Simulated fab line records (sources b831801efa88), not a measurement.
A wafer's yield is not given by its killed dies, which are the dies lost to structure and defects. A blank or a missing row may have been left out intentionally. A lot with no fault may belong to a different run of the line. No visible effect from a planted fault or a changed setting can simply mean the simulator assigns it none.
fab line records + flow sky130
[record]
- lots = 6
- wafers = 18
- lastDay = 50
route steps=708 shown VIA4@651 METAL5@661
lots that met no fault: from a run of the same line without faults
startH: start of the lot's first displayed wafer, in hours after the record's first day + waitH: time in hours since the lot's previous step + " as in the row above + L1.1+2: several wafers, shown together as one row + - no value present, or no start provided + * or withheld: withheld + < > ~ a bound
route shown NAME@n: NAME is a module with steps in the file, n the number in the route of the first one + usual: mean and standard deviation over wafers with no fault + same: alike in all rows + chamber/n: place in a boat + sites: readings site by site + _std_site: their standard deviation + _edge_site: the outer-site mean with the inner-site mean subtracted + radiusMm: how far each site lies from the wafer's centre + mask NAME#n: copy n + behind: the tool/chamber that last shaped the wafer + hold: reason for holding the lot/hours on hold/outcome of the hold + device: the transistor (n, p or np) that didn't switch + end of line: the tests these same wafers got at the end of their route + where a step has no rows: the recipe by itself + killed: dies lost to structure and defects at the first sort, not the wafer's yield + map: per-die view of a wafer (x killed, . not killed, _ where there is no die)
set.NAME: the run value of the setting; set.NAME@STEP: its run value at that earlier step + model.NAME: the simulator's own value behind a step, which no gauge read
certain route steps with their lots: each step a table, each wafer a row
services: a tool's chamber out of use, with start hour (startH, from the record's first day; less than 0 if before it), hours out, and reason
[[steps]]
[step SKY_VIA4_ETCH_12]
[recipe]
- target = SiO2
- chemistry = C4F8/O2/Ar
- stopOn = TiN
- maskMaterial = NOVOLAK
- sourceW = 1500
- biasW = 1200
- pressureMtorr = 40
- c4f8FlowSccm = withheld
- O2_flow_sccm = 6
- Ar_flow_sccm = 300
- timeS = withheld
- targetDepthA = 5800
[step SKY_VIA4_STRIP_13]
[recipe]
- chemistry = O2/N2
- powerW = 1400
- pressureMtorr = 1500
- platenTempC = withheld
- o2FlowSccm = 3000
- n2FlowSccm = 300
- overashFraction = 0.5
[usual]
- chamberPressureMTorr = 1499.9/1.4
- drypumpMotorCurrentA = 5.7/0.49
- o2FlowSccm = 3000/8.8
- oesProductAu = 0.709/0.0047
- stripTimeToEndpointS = 12.809/0.03
| lot.wafer | tool           | chamber | startH  | waitH | chamberPressureMTorr | drypumpMotorCurrentA | o2FlowSccm | oesProductAu | rfHoursCounterH | stripTimeToEndpointS |
|-----------|----------------|---------|---------|-------|----------------------|----------------------|------------|--------------|-----------------|----------------------|
| L574.2    | plasmaAsher-03 | 0       | 1020.94 | -     | 1502.5               | 5.6                  | 2994       | 0.707        | 87              | 12.774               |
| L574.5    | "              | 1       | "       | "     | 1499.8               | 5.1                  | 3010       | 0.721        | -               | 12.810               |
| L574.6    | "              | 0       | "       | "     | 1500.9               | 5.6                  | 2998       | 0.707        | -               | 12.833               |
| L578.1    | plasmaAsher-04 | 0       | 1049.56 | -     | 1501.1               | 5.3                  | 2992       | 0.709        | 31              | 12.809               |
| L578.5    | "              | 1       | "       | "     | 1500.8               | 6.4                  | 2989       | 0.709        | -               | 12.802               |
| L578.6    | "              | 0       | "       | "     | 1499.5               | 5.3                  | 2988       | 0.706        | -               | 12.771               |
| L584.1    | plasmaAsher-03 | 1       | 1091.71 | -     | 1499.7               | 5.1                  | 3007       | 0.717        | 94              | 12.777               |
| L584.2    | "              | 0       | "       | "     | 1502.3               | 5.6                  | 3001       | 0.704        | 94              | 12.833               |
| L584.5    | "              | 1       | "       | "     | 1501.0               | 5.1                  | 3001       | 0.716        | -               | 12.765               |
| L585.2    | plasmaAsher-01 | 1       | 1092.34 | -     | 1498.8               | 6.1                  | 2987       | 0.715        | 64              | 12.798               |
| L585.4    | "              | 1       | "       | "     | 1500.7               | 6.1                  | 2985       | 0.713        | -               | 12.836               |
| L585.5    | "              | 1       | "       | "     | 1502.0               | 6.1                  | 2981       | 0.706        | -               | 12.816               |
| L587.1    | plasmaAsher-04 | 0       | 1111.39 | -     | 1498.0               | 5.3                  | 3019       | 0.707        | 38              | 12.789               |
| L587.2    | "              | 1       | "       | "     | 1498.9               | 6.4                  | 2989       | 0.713        | 38              | 12.833               |
| L587.6    | "              | 0       | "       | "     | 1500.0               | 5.3                  | 3007       | 0.702        | -               | 12.889               |
| L594.2    | plasmaAsher-04 | 0       | 1145.81 | -     | 1499.4               | 5.3                  | 3012       | 0.707        | 41              | 12.785               |
| L594.3    | "              | 0       | "       | "     | 1499.7               | 5.3                  | 2999       | 0.711        | -               | 12.796               |
| L594.4    | "              | 1       | "       | "     | 1499.0               | 6.4                  | 2997       | 0.713        | -               | 12.833               |
[step SKY_VIA4_STRIP_14]
[recipe]
- chemistry = postEtchResidueRemover
- timeS = 1200
- tempC = 72.5
[step SKY_VIA4_CLEAN_15]
[recipe]
- chemistry = IPA
- timeS = 180
- tempC = 25
[step SKY_VIA4_CLEAN_16]
[recipe]
- chemistry = O3/DIW
- dry = n2Spin
[step SKY_VIA4_SPUTTER_17]
[recipe]
- material = TiN
- targetThkNm = 20
- chamberPressurePa = 5
- powerW = 4000
- timeS = 80
[usual]
- cathodeDcPowerW = 4000.0/0.67
- chamberPressurePa = 5.001/0.011
- throttleValvePct = 30.0/0.55
| lot.wafer | tool          | chamber | startH  | waitH | cathodeDcPowerW | chamberPressurePa | throttleValvePct |
|-----------|---------------|---------|---------|-------|-----------------|-------------------|------------------|
| L574.2    | pvdSputter-02 | -       | 1021.61 | 0.0   | 3999.4          | 4.999             | 30.1             |
| L574.5    | "             | -       | "       | "     | 4001.2          | 4.982             | 29.9             |
| L574.6    | "             | -       | "       | "     | 4001.1          | 5.003             | 29.8             |
| L578.1    | pvdSputter-02 | -       | 1050.15 | 0.0   | 4000.3          | 4.989             | 29.7             |
| L578.5    | "             | -       | "       | "     | 3999.3          | 4.994             | 30.4             |
| L578.6    | "             | -       | "       | "     | 3999.5          | 4.988             | 29.8             |
| L584.1    | pvdSputter-02 | -       | 1092.30 | 0.0   | 4000.6          | 5.014             | 29.7             |
| L584.2    | "             | -       | "       | "     | 4000.6          | 5.018             | 29.6             |
| L584.5    | "             | -       | "       | "     | 4000.5          | 5.017             | 29.5             |
| L585.2    | pvdSputter-04 | -       | 1092.94 | 0.0   | 3998.7          | 5.009             | 31.1             |
| L585.4    | "             | -       | "       | "     | 3998.3          | 4.994             | 29.9             |
| L585.5    | "             | -       | "       | "     | 3999.1          | 5.016             | 31.2             |
| L587.1    | pvdSputter-03 | -       | 1111.99 | 0.0   | 4000.8          | 5.000             | 30.4             |
| L587.2    | "             | -       | "       | "     | 4001.2          | 5.011             | 30.0             |
| L587.6    | "             | -       | "       | "     | 4000.1          | 4.996             | 30.1             |
| L594.2    | pvdSputter-04 | -       | 1146.40 | 0.0   | 3999.9          | 4.991             | 30.7             |
| L594.3    | "             | -       | "       | "     | 3999.4          | 5.010             | 28.7             |
| L594.4    | "             | -       | "       | "     | 3999.7          | 5.007             | 29.9             |
[step SKY_VIA4_CVD_18]
[recipe]
- material = W
- targetThkNm = 505
- timeS = 152.14
- tempC = 400
- pressureTorr = 40
[step SKY_VIA4_RS_MEAS_19]
[recipe]
- thkMeasGauge = four-point-probe
- reads = W_of_VIA4_CVD_18+TiN_of_VIA4_SPUTTER_17
[usual]
- VIA4_W_RS = 0.2274/0.0025
| lot.wafer | tool         | chamber | startH  | waitH | VIA4_W_RS[ohm/sq] |
|-----------|--------------|---------|---------|-------|-------------------|
| L574.2    | filmMetro-03 | -       | 1021.84 | 0.1   | 0.2294            |
| L574.5    | "            | -       | "       | "     | 0.2272            |
| L574.6    | "            | -       | "       | "     | 0.2310            |
| L578.1    | filmMetro-02 | -       | 1050.36 | 0.1   | 0.2249            |
| L578.5    | "            | -       | "       | "     | 0.2219            |
| L578.6    | "            | -       | "       | "     | 0.2284            |
| L584.1    | filmMetro-04 | -       | 1092.51 | 0.1   | 0.2236            |
| L584.2    | "            | -       | "       | "     | 0.2231            |
| L584.5    | "            | -       | "       | "     | 0.2232            |
| L585.2    | filmMetro-04 | -       | 1093.17 | 0.1   | 0.2227            |
| L585.4    | "            | -       | "       | "     | 0.2297            |
| L585.5    | "            | -       | "       | "     | 0.2295            |
| L587.1    | filmMetro-04 | -       | 1112.20 | 0.1   | 0.2288            |
| L587.2    | "            | -       | "       | "     | 0.2274            |
| L587.6    | "            | -       | "       | "     | 0.2291            |
| L594.2    | filmMetro-04 | -       | 1146.63 | 0.1   | 0.2318            |
| L594.3    | "            | -       | "       | "     | 0.2298            |
| L594.4    | "            | -       | "       | "     | 0.2267            |
[step SKY_VIA4_THK_MEAS_20]
[recipe]
- thkMeasGauge = xrf
- reads = W_of_VIA4_CVD_18
[usual]
- VIA4_W_THK = 500/6.6
| lot.wafer | tool         | chamber | startH  | waitH | VIA4_W_THK[nm] |
|-----------|--------------|---------|---------|-------|----------------|
| L574.2    | filmMetro-03 | -       | 1021.95 | 0.1   | 496            |
| L574.5    | "            | -       | "       | "     | 502            |
| L574.6    | "            | -       | "       | "     | 491            |
| L578.1    | filmMetro-02 | -       | 1050.48 | 0.1   | 498            |
| L578.5    | "            | -       | "       | "     | 505            |
| L578.6    | "            | -       | "       | "     | 490            |
| L584.1    | filmMetro-04 | -       | 1092.63 | 0.1   | 509            |
| L584.2    | "            | -       | "       | "     | 512            |
| L584.5    | "            | -       | "       | "     | 509            |
| L585.2    | filmMetro-04 | -       | 1093.28 | 0.1   | 510            |
| L585.4    | "            | -       | "       | "     | 495            |
| L585.5    | "            | -       | "       | "     | 497            |
| L587.1    | filmMetro-04 | -       | 1112.32 | 0.1   | 501            |
| L587.2    | "            | -       | "       | "     | 505            |
| L587.6    | "            | -       | "       | "     | 500            |
| L594.2    | filmMetro-04 | -       | 1146.74 | 0.1   | 490            |
| L594.3    | "            | -       | "       | "     | 497            |
| L594.4    | "            | -       | "       | "     | 503            |
[step SKY_VIA4_CMP_21]
[recipe]
- stopOn = SiO2
- tOverpolishS = 25
- downForcePsi = 3.5
- platenRpm = 60
- targetThkNm = 0
- padVelocityMS = 0.94248
[usual]
- motorCurrentA = 10.4/1.3
- overpolishRunS = 24.999/0.0085
- slurryFlowMlMin = 150.0/0.48
- timeToEndpointS = 123/5.3
| lot.wafer | tool   | chamber | startH  | waitH | motorCurrentA | overpolishRunS | slurryFlowMlMin | timeToEndpointS |
|-----------|--------|---------|---------|-------|---------------|----------------|-----------------|-----------------|
| L574.2    | cmp-01 | 2       | 1022.10 | 0.1   | 9.1           | 24.997         | 149.9           | 121             |
| L574.6    | "      | 0       | "       | "     | 11.8          | 25.002         | 149.5           | 121             |
| L574.5    | "      | 1       | "       | "     | 8.7           | 24.990         | 150.1           | 125             |
| L578.1    | cmp-02 | 1       | 1050.69 | 0.2   | 10.6          | 24.989         | 150.2           | 128             |
| L578.5    | "      | 2       | "       | "     | 12.5          | 25.013         | 149.7           | 124             |
| L578.6    | "      | 3       | "       | "     | 12.2          | 25.010         | 149.5           | 124             |
| L584.1    | cmp-02 | 0       | 1092.69 | 0.1   | 9.6           | 24.994         | 150.6           | 134             |
| L584.2    | "      | 1       | "       | "     | 10.3          | 25.001         | 149.9           | 138             |
| L584.5    | "      | 1       | "       | "     | 11.0          | 25.004         | 149.6           | 138             |
| L585.2    | cmp-01 | 0       | 1093.38 | 0.1   | 11.2          | 25.002         | 149.6           | 125             |
| L585.4    | "      | 2       | "       | "     | 9.2           | 24.985         | 150.0           | 122             |
| L585.5    | "      | 0       | "       | "     | 11.2          | 24.999         | 150.1           | 118             |
| L587.1    | cmp-01 | 1       | 1112.44 | 0.1   | 8.5           | 25.005         | 150.3           | 118             |
| L587.2    | "      | 3       | "       | "     | 10.3          | 25.006         | 151.1           | 115             |
| L587.6    | "      | 1       | "       | "     | 8.7           | 25.003         | 149.9           | 117             |
| L594.4    | cmp-02 | 1       | 1147.23 | 0.5   | 10.2          | 24.993         | 149.8           | 129             |
| L594.3    | "      | 2       | "       | "     | 13.1          | 24.996         | 149.1           | 119             |
| L594.2    | "      | 0       | "       | "     | 9.6           | 24.978         | 149.4           | 122             |
[step SKY_METAL5_SPUTTER_00]
[recipe]
- material = Ti
- targetThkNm = 15
- powerW = 3000
- timeS = 10
- chamberPressurePa = 0.4
[usual]
- cathodeDcPowerW = 3000.0/0.55
- chamberPressurePa = 0.4001/0.00078
- throttleValvePct = 30.0/0.88
| lot.wafer | tool          | chamber | startH  | waitH | cathodeDcPowerW | chamberPressurePa | throttleValvePct |
|-----------|---------------|---------|---------|-------|-----------------|-------------------|------------------|
| L574.2    | pvdSputter-01 | -       | 1022.30 | 0.1   | 3000.6          | 0.3996            | 31.5             |
| L574.5    | "             | -       | "       | "     | 3000.0          | 0.4000            | 29.5             |
| L574.6    | "             | -       | "       | "     | 2999.9          | 0.4008            | 29.2             |
| L578.1    | pvdSputter-04 | -       | 1050.84 | 0.1   | 2999.8          | 0.4000            | 30.1             |
| L578.5    | "             | -       | "       | "     | 3000.3          | 0.3997            | 30.1             |
| L578.6    | "             | -       | "       | "     | 3000.6          | 0.4006            | 28.6             |
| L584.1    | pvdSputter-02 | -       | 1092.99 | 0.2   | 2999.7          | 0.3996            | 29.4             |
| L584.2    | "             | -       | "       | "     | 2999.9          | 0.4003            | 30.3             |
| L584.5    | "             | -       | "       | "     | 2999.6          | 0.4002            | 30.4             |
| L585.2    | pvdSputter-01 | -       | 1093.63 | 0.2   | 3000.8          | 0.3989            | 29.4             |
| L585.4    | "             | -       | "       | "     | 2999.8          | 0.4012            | 31.8             |
| L585.5    | "             | -       | "       | "     | 3000.1          | 0.3985            | 31.2             |
| L587.1    | pvdSputter-04 | -       | 1112.74 | 0.2   | 3000.2          | 0.4008            | 31.0             |
| L587.2    | "             | -       | "       | "     | 2999.9          | 0.3995            | 28.5             |
| L587.6    | "             | -       | "       | "     | 3000.4          | 0.4001            | 29.6             |
| L594.2    | pvdSputter-04 | -       | 1147.53 | 0.1   | 3000.7          | 0.3997            | 31.1             |
| L594.3    | "             | -       | "       | "     | 3000.3          | 0.3999            | 29.9             |
| L594.4    | "             | -       | "       | "     | 3000.0          | 0.4000            | 30.3             |
[step SKY_METAL5_SPUTTER_01]
[recipe]
- material = TiN
- targetThkNm = 20
- powerW = 6500
- timeS = 16.7
- chamberPressurePa = 0.4
[step SKY_METAL5_SPUTTER_02]
[recipe]
- material = AlCu
- targetThkNm = 1150
- powerW = 10600
- timeS = 61.2
- chamberPressurePa = 0.4
[usual]
- cathodeDcPowerW = 10600/1.8
- chamberPressurePa = 0.4001/0.00077
- throttleValvePct = 30.0/0.86
| lot.wafer | tool          | chamber | startH  | waitH | cathodeDcPowerW | chamberPressurePa | throttleValvePct |
|-----------|---------------|---------|---------|-------|-----------------|-------------------|------------------|
| L574.2    | pvdSputter-01 | -       | 1022.35 | 0.0   | 10601           | 0.4006            | 31.6             |
| L574.5    | "             | -       | "       | "     | 10601           | 0.4014            | 29.5             |
| L574.6    | "             | -       | "       | "     | 10599           | 0.4004            | 28.9             |
| L578.1    | pvdSputter-04 | -       | 1050.89 | 0.0   | 10600           | 0.4003            | 30.0             |
| L578.5    | "             | -       | "       | "     | 10600           | 0.3995            | 30.3             |
| L578.6    | "             | -       | "       | "     | 10599           | 0.4004            | 29.0             |
| L584.1    | pvdSputter-02 | -       | 1093.04 | 0.0   | -               | -                 | -                |
| L584.2    | "             | -       | "       | "     | -               | -                 | -                |
| L584.5    | "             | -       | "       | "     | -               | -                 | -                |
| L585.2    | pvdSputter-01 | -       | 1093.68 | 0.0   | -               | -                 | -                |
| L585.4    | "             | -       | "       | "     | -               | -                 | -                |
| L585.5    | "             | -       | "       | "     | -               | -                 | -                |
| L587.1    | pvdSputter-04 | -       | 1112.79 | 0.0   | 10601           | 0.4003            | 30.9             |
| L587.2    | "             | -       | "       | "     | 10601           | 0.3996            | 28.6             |
| L587.6    | "             | -       | "       | "     | 10603           | 0.4005            | 29.9             |
| L594.2    | pvdSputter-04 | -       | 1147.58 | 0.0   | 10602           | 0.4008            | 30.9             |
| L594.3    | "             | -       | "       | "     | 10600           | 0.4005            | 29.7             |
| L594.4    | "             | -       | "       | "     | 10598           | 0.4000            | 30.0             |
[step SKY_METAL5_SPUTTER_03]
[recipe]
- material = Ti
- targetThkNm = 5
- powerW = 3000
- timeS = 3.3
- chamberPressurePa = 0.4
[step SKY_METAL5_SPUTTER_04]
[recipe]
- material = TiN
- targetThkNm = 70
- powerW = 6500
- timeS = 58.3
- chamberPressurePa = 0.4
[usual]
- cathodeDcPowerW = 6500.0/1.1
- chamberPressurePa = 0.4000/0.00077
- throttleValvePct = 30.0/0.89
| lot.wafer | tool          | chamber | startH  | waitH | cathodeDcPowerW | chamberPressurePa | throttleValvePct |
|-----------|---------------|---------|---------|-------|-----------------|-------------------|------------------|
| L574.2    | pvdSputter-01 | -       | 1022.42 | 0.0   | 6499.8          | 0.4009            | 31.6             |
| L574.5    | "             | -       | "       | "     | 6499.8          | 0.4001            | 29.4             |
| L574.6    | "             | -       | "       | "     | 6500.5          | 0.3994            | 29.2             |
| L578.1    | pvdSputter-04 | -       | 1050.96 | 0.0   | 6498.6          | 0.4010            | 30.1             |
| L578.5    | "             | -       | "       | "     | 6501.3          | 0.4006            | 29.9             |
| L578.6    | "             | -       | "       | "     | 6499.3          | 0.4001            | 28.4             |
| L584.1    | pvdSputter-02 | -       | 1093.11 | 0.0   | 6499.8          | 0.4006            | 29.8             |
| L584.2    | "             | -       | "       | "     | 6501.4          | 0.4005            | 30.1             |
| L584.5    | "             | -       | "       | "     | 6498.7          | 0.3991            | 30.5             |
| L585.2    | pvdSputter-01 | -       | 1093.75 | 0.0   | 6498.8          | 0.3986            | 29.2             |
| L585.4    | "             | -       | "       | "     | 6498.9          | 0.3992            | 31.7             |
| L585.5    | "             | -       | "       | "     | 6499.0          | 0.4009            | 30.9             |
| L587.1    | pvdSputter-04 | -       | 1112.86 | 0.0   | 6498.7          | 0.4000            | 30.9             |
| L587.2    | "             | -       | "       | "     | 6501.6          | 0.4003            | 28.7             |
| L587.6    | "             | -       | "       | "     | 6498.9          | 0.3996            | 29.7             |
| L594.2    | pvdSputter-04 | -       | 1147.65 | 0.0   | 6501.6          | 0.3991            | 30.8             |
| L594.3    | "             | -       | "       | "     | 6500.8          | 0.3989            | 29.7             |
| L594.4    | "             | -       | "       | "     | 6499.4          | 0.3988            | 30.1             |
[step SKY_METAL5_RS_MEAS_05]
[recipe]
- thkMeasGauge = four-point-probe
- reads = TiN_of_METAL5_SPUTTER_04+Ti_of_METAL5_SPUTTER_03+AlCu_of_METAL5_SPUTTER_02+TiN_of_METAL5_SPUTTER_01+Ti_of_METAL5_SPUTTER_00
[usual]
- METAL5_ALCU_RS = 0.0271/0.0003
| lot.wafer | tool         | chamber | startH  | waitH | METAL5_ALCU_RS[ohm/sq] |
|-----------|--------------|---------|---------|-------|------------------------|
| L574.2    | filmMetro-03 | -       | 1022.48 | 0.0   | 0.0269                 |
| L574.5    | "            | -       | "       | "     | 0.0272                 |
| L574.6    | "            | -       | "       | "     | 0.0274                 |
| L578.1    | filmMetro-04 | -       | 1051.01 | 0.0   | 0.0269                 |
| L578.5    | "            | -       | "       | "     | 0.0270                 |
| L578.6    | "            | -       | "       | "     | 0.0274                 |
| L584.1    | filmMetro-01 | -       | 1093.16 | 0.0   | 8.5798                 |
| L584.2    | "            | -       | "       | "     | 8.6744                 |
| L584.5    | "            | -       | "       | "     | 8.6110                 |
| L585.2    | filmMetro-03 | -       | 1093.82 | 0.0   | 8.6253                 |
| L585.4    | "            | -       | "       | "     | 8.5623                 |
| L585.5    | "            | -       | "       | "     | 8.7000                 |
| L587.1    | filmMetro-03 | -       | 1112.91 | 0.0   | 0.0274                 |
| L587.2    | "            | -       | "       | "     | 0.0272                 |
| L587.6    | "            | -       | "       | "     | 0.0272                 |
| L594.2    | filmMetro-04 | -       | 1147.72 | 0.0   | 0.0274                 |
| L594.3    | "            | -       | "       | "     | 0.0274                 |
| L594.4    | "            | -       | "       | "     | 0.0272                 |
[step SKY_METAL5_THK_MEAS_06]
[recipe]
- thkMeasGauge = xrf
- reads = AlCu_of_METAL5_SPUTTER_02
[usual]
- METAL5_ALCU_THK = 1161/13
| lot.wafer | tool         | chamber | startH  | waitH | METAL5_ALCU_THK[nm] |
|-----------|--------------|---------|---------|-------|---------------------|
| L574.2    | filmMetro-03 | -       | 1022.59 | 0.1   | 1177                |
| L574.5    | "            | -       | "       | "     | 1160                |
| L574.6    | "            | -       | "       | "     | 1149                |
| L578.1    | filmMetro-04 | -       | 1051.13 | 0.1   | 1162                |
| L578.5    | "            | -       | "       | "     | 1160                |
| L578.6    | "            | -       | "       | "     | 1146                |
| L584.1    | filmMetro-01 | -       | 1093.28 | 0.1   | <1                  |
| L584.2    | "            | -       | "       | "     | <1                  |
| L584.5    | "            | -       | "       | "     | <1                  |
| L585.2    | filmMetro-03 | -       | 1093.93 | 0.1   | <1                  |
| L585.4    | "            | -       | "       | "     | <1                  |
| L585.5    | "            | -       | "       | "     | <1                  |
| L587.1    | filmMetro-03 | -       | 1113.03 | 0.1   | 1145                |
| L587.2    | "            | -       | "       | "     | 1156                |
| L587.6    | "            | -       | "       | "     | 1159                |
| L594.2    | filmMetro-04 | -       | 1147.83 | 0.1   | 1152                |
| L594.3    | "            | -       | "       | "     | 1155                |
| L594.4    | "            | -       | "       | "     | 1154                |
[step SKY_METAL5_DEHYDRATE_07]
[recipe]
- tempC = 200
- timeS = 60
[[services]]
| tool           | chamber | startH  | hours | kind                  |
|----------------|---------|---------|-------|-----------------------|
| plasmaAsher-01 | -       | 1000.97 | 6.9   | repair                |
| pvdSputter-02  | 0       | 1009.55 | -     | consumableReplace:kit |
| pvdSputter-02  | 0       | 1009.55 | 18.0  | scheduledDown         |
| pvdSputter-02  | 0       | 1009.55 | 18.0  | ventCycle             |
| pvdSputter-03  | -       | 1017.64 | 4.7   | repair                |
| pvdSputter-04  | -       | 1030.74 | 2.0   | repair                |
| pvdSputter-04  | -       | 1030.76 | 1.6   | repair                |
| plasmaAsher-01 | -       | 1040.49 | 10.1  | repair                |
| pvdSputter-03  | -       | 1041.29 | 4.9   | repair                |
| cmp-01         | -       | 1055.68 | 0.8   | repair                |
| pvdSputter-04  | 1       | 1058.27 | -     | consumableReplace:kit |
| pvdSputter-04  | 1       | 1058.27 | 18.0  | scheduledDown         |
| pvdSputter-04  | 1       | 1058.27 | 18.0  | ventCycle             |
| pvdSputter-01  | -       | 1064.10 | 3.9   | repair                |
| cmp-02         | -       | 1088.54 | 4.0   | pm                    |
| plasmaAsher-01 | -       | 1101.83 | 3.0   | repair                |
| pvdSputter-01  | 0       | 1112.66 | -     | consumableReplace:kit |
| pvdSputter-01  | 0       | 1112.66 | 18.0  | scheduledDown         |
| pvdSputter-01  | 0       | 1112.66 | 18.0  | ventCycle             |
| plasmaAsher-01 | -       | 1113.24 | 2.8   | pm                    |
| pvdSputter-02  | 3       | 1139.14 | -     | consumableReplace:kit |
| pvdSputter-02  | 3       | 1139.14 | 18.0  | scheduledDown         |
| pvdSputter-02  | -       | 1143.57 | 1.7   | repair                |
| cmp-01         | -       | 1146.40 | 10.5  | pm                    |
[[key]]
[firstSign]
- step = SKY_METAL5_SPUTTER_02
- reading = toolRecord
- direction = missing
[effect]
- step = SKY_METAL5_RS_MEAS_05
- reading = METAL5_ALCU_RS
- direction = up
- sigmas = 99+
- usual = 0.0271
- struck = 8.6255
[effect]
- step = SKY_METAL5_THK_MEAS_06
- reading = METAL5_ALCU_THK
- direction = down
- sigmas = 87
- usual = 1161
- struck = <1
metAt SKY_METAL5_SPUTTER_02
struckWafers L584.1,L584.2,L584.5,L585.2,L585.4,L585.5
laterRowsLeftOut L584.1,L584.2,L584.5,L585.2,L585.4,L585.5
sortLeftOut L584.1,L584.2,L584.5,L585.2,L585.4,L585.5
onsetBetween 1022.35 1093.04
[fault]
- kind = skippedStepWhole
- tool = pvdSputter-01,pvdSputter-02
- chamber = -
- onsetH = 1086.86
- steps = SKY_METAL5_SPUTTER_02
- scope = struckLotsOnly
// sortLeftOut: the simulated sort isn't trusted on such a fault, so these wafers' sort isn't shown, and their yield isn't known
// laterRowsLeftOut: the simulator's readings of these wafers behind a module that went badly wrong aren't trusted and aren't shown, but for the sort
